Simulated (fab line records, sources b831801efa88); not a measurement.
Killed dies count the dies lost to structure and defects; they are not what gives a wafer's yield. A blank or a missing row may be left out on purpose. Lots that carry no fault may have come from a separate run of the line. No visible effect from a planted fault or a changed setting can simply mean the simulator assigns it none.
Which tool did it?    flow gf180mcu    39 wafers from 13 lots sampled at 5 of the route's 602 steps

== WHAT THE GAUGES READ, wafer by wafer ==
GF_VT_IMPLANT_OVL_MEAS_18.
lot   measured      on          VT_IMPLANT_01_OVL (nm)
L465  day 6 07:13   overlay-01  0.2 1.4 -0.2
L466  day 6 12:30   overlay-01  -0.3 -2.7 -0.7
L468  day 6 23:50   overlay-01  0.3 0.9 0.6
L472  day 8 00:11   overlay-02  1.6 1.4 1.6
L473  day 8 07:41   overlay-01  1.2 0.7 3.4
L477  day 9 12:49   overlay-02  2.1 0.4 0.0
L482  day 10 20:32  overlay-02  1.0 -0.8 -0.3
L483  day 11 00:09  overlay-01  3.2 -0.5 1.4
L484  day 11 07:25  overlay-02  -0.1 -0.5 -1.1
L485  day 11 12:28  overlay-02  -0.5 0.1 -0.6
L486  day 11 18:52  overlay-01  -0.2 0.6 0.1
L487  day 11 23:10  overlay-02  0.8 0.8 1.1
L488  day 12 09:43  overlay-01  0.7 2.6 -0.4

GF_VT_IMPLANT_OVL_MEAS_29.
lot   measured      on          VT_IMPLANT_02_OVL (nm)
L465  day 6 22:01   overlay-02  1.7 0.0 0.3
L466  day 7 03:30   overlay-02  0.1 0.6 0.3
L468  day 7 15:07   overlay-01  -2.5 -1.4 -1.7
L472  day 8 17:13   overlay-01  -0.5 0.0 0.6
L473  day 9 00:07   overlay-02  -0.4 -0.6 0.9
L477  day 10 07:19  overlay-02  0.1 -1.0 1.5
L482  day 11 14:25  overlay-01  2.4 0.4 1.3
L483  day 11 19:25  overlay-02  0.5 -0.9 -0.7
L484  day 12 02:09  overlay-01  0.5 -0.6 -0.5
L485  day 12 07:25  overlay-01  -0.5 -1.0 -1.0
L486  day 12 13:42  overlay-02  -0.7 0.5 -0.8
L487  day 12 18:28  overlay-02  -1.5 -0.3 0.4
L488  day 13 05:58  overlay-01  -2.1 -0.4 -0.6

GF_VT_IMPLANT_TW_MEAS_43.
lot   measured      on            VT_IMPLANT_4_TW
L465  day 7 13:47   filmMetro-03  688 688 690
L466  day 7 19:32   filmMetro-03  692 690 691
L468  day 8 07:31   filmMetro-03  701 695 701
L472  day 9 10:46   filmMetro-04  30 30 30
L473  day 9 18:19   filmMetro-04  30 30 30
L477  day 11 02:17  filmMetro-01  700 698 700
L482  day 12 10:20  filmMetro-01  697 700 697
L483  day 12 14:43  filmMetro-01  701 701 704
L484  day 12 21:33  filmMetro-01  700 703 700
L485  day 13 02:31  filmMetro-03  694 699 693
L486  day 13 09:36  filmMetro-01  699 706 701
L487  day 13 14:28  filmMetro-03  696 696 695
L488  day 14 03:02  filmMetro-03  693 690 686

== WHICH TOOL RAN EACH LOT (tool, then ch and the chambers of the sampled wafers, then the start) ==
lot   GF_VT_IMPLANT_STRIP_31               GF_VT_IMPLANT_STRIP_42
L465  plasmaAsher-01 ch 0,1, day 6 22:13   plasmaAsher-04 ch 1, day 7 13:41
L466  plasmaAsher-01 ch 0, day 7 03:41     plasmaAsher-02 ch 0,1, day 7 19:26
L468  plasmaAsher-01 ch 0,1, day 7 15:19   plasmaAsher-02 ch 0,1, day 8 07:25
L472  plasmaAsher-04 ch 0,1, day 8 17:25   plasmaAsher-01 ch 0,1, day 9 10:40
L473  plasmaAsher-02 ch 0,1, day 9 00:17   plasmaAsher-04 ch 0,1, day 9 18:12
L477  plasmaAsher-04 ch 0,1, day 10 07:30  plasmaAsher-01 ch 0,1, day 11 02:11
L482  plasmaAsher-04 ch 0,1, day 11 14:37  plasmaAsher-01 ch 0,1, day 12 10:14
L483  plasmaAsher-02 ch 0,1, day 11 19:36  plasmaAsher-02 ch 0,1, day 12 14:37
L484  plasmaAsher-04 ch 0,1, day 12 02:20  plasmaAsher-01 ch 0,1, day 12 21:27
L485  plasmaAsher-02 ch 0,1, day 12 07:37  plasmaAsher-02 ch 0,1, day 13 02:25
L486  plasmaAsher-02 ch 0,1, day 12 13:53  plasmaAsher-01 ch 0,1, day 13 09:30
L487  plasmaAsher-01 ch 0, day 12 18:38    plasmaAsher-04 ch 0,1, day 13 14:21
L488  plasmaAsher-01 ch 0,1, day 13 06:08  plasmaAsher-01 ch 1, day 14 02:55
- GF_VT_IMPLANT_STRIP_31: strips in O2/N2.
- GF_VT_IMPLANT_STRIP_42: strips in O2/N2.

== AS READ BY THE TOOLS THEMSELVES (means over the sampled wafers that have a number; for cases with no such wafer, the mark the record gives instead) ==
GF_VT_IMPLANT_STRIP_31.
lot   tool            chamberPressureMTorr (mTorr)  drypumpMotorCurrentA (A)  heaterPowerW (W)  oesProductAu (a.u.)  stripTimeToEndpointS (s)
L465  plasmaAsher-01  1501.2                        5.3                       328               0.712                12.62
L466  plasmaAsher-01  1501.1                        5.2                       373               0.721                12.65
L468  plasmaAsher-01  1501.2                        5.2                       346               0.718                12.61
L472  plasmaAsher-04  -                             -                         -                 -                    -
L473  plasmaAsher-02  -                             -                         -                 -                    -
L477  plasmaAsher-04  1500.0                        5.8                       301               0.717                12.66
L482  plasmaAsher-04  1498.5                        5.8                       299               0.717                12.59
L483  plasmaAsher-02  1499.4                        5.9                       361               0.714                12.62
L484  plasmaAsher-04  1499.8                        5.7                       300               0.714                12.65
L485  plasmaAsher-02  1499.9                        6.1                       345               0.718                12.56
L486  plasmaAsher-02  1499.4                        6.1                       342               0.716                12.65
L487  plasmaAsher-01  1498.5                        5.2                       370               0.718                12.64
L488  plasmaAsher-01  1499.2                        5.3                       349               0.717                12.57

GF_VT_IMPLANT_STRIP_42.
lot   tool            chamberPressureMTorr (mTorr)  drypumpMotorCurrentA (A)  heaterPowerW (W)  oesProductAu (a.u.)  stripTimeToEndpointS (s)
L465  plasmaAsher-04  1499.6                        6.3                       301               0.714                12.64
L466  plasmaAsher-02  1500.0                        6.0                       342               0.713                12.62
L468  plasmaAsher-02  1500.0                        5.9                       364               0.718                12.63
L472  plasmaAsher-01  1501.0                        5.3                       325               0.720                27.56
L473  plasmaAsher-04  1500.9                        6.0                       304               0.724                27.49
L477  plasmaAsher-01  1500.2                        5.2                       352               0.712                12.64
L482  plasmaAsher-01  1499.3                        5.3                       330               0.717                12.63
L483  plasmaAsher-02  1498.6                        6.0                       339               0.723                12.57
L484  plasmaAsher-01  1500.0                        5.2                       343               0.710                12.56
L485  plasmaAsher-02  1500.7                        6.0                       342               0.720                12.55
L486  plasmaAsher-01  1500.5                        5.2                       345               0.717                12.64
L487  plasmaAsher-04  1500.0                        6.0                       301               0.715                12.64
L488  plasmaAsher-01  1500.3                        5.3                       307               0.717                12.61

== THE ANSWER, worked out from the rows above alone ==
Rule: usual is defined by the lots themselves. The widest of any qualifying gaps counts: lots, ordered by their means at a reading, are off when they make up no more than a third of the lots, leave a main group of 4 or more, and stand apart from it by 3 or more times the standard deviation of that group's means. The tables above print the reading to a certain number of digits; a main group whose means all agree to those digits is not used. Also off: a lot with no number at a reading for which 4 or more lots have one. All remaining lots with rows at the step are treated as sound. The gauges are gone through in route order, then the tools' own readings, and for those a lot's mean is taken as printed above. At the first step where some lot is off, the reading lying furthest off is the one used; lots without a number count as furthest.
Off: at GF_VT_IMPLANT_TW_MEAS_43 (VT_IMPLANT_4_TW), L472, L473. The main group has a mean of 697 with a standard deviation of 4.6.
A tool fits if, at a process step before that reading, it ran every lot that is off, and no sound lot after the first of them. The gauges at GF_VT_IMPLANT_TW_MEAS_43 aren't tried: what is off there is off at GF_VT_IMPLANT_STRIP_31 too, on other tools, and a gauge's error can't cause that. Of those tried, none fits.

== WHAT WAS PUT IN BY THE SIMULATOR ==
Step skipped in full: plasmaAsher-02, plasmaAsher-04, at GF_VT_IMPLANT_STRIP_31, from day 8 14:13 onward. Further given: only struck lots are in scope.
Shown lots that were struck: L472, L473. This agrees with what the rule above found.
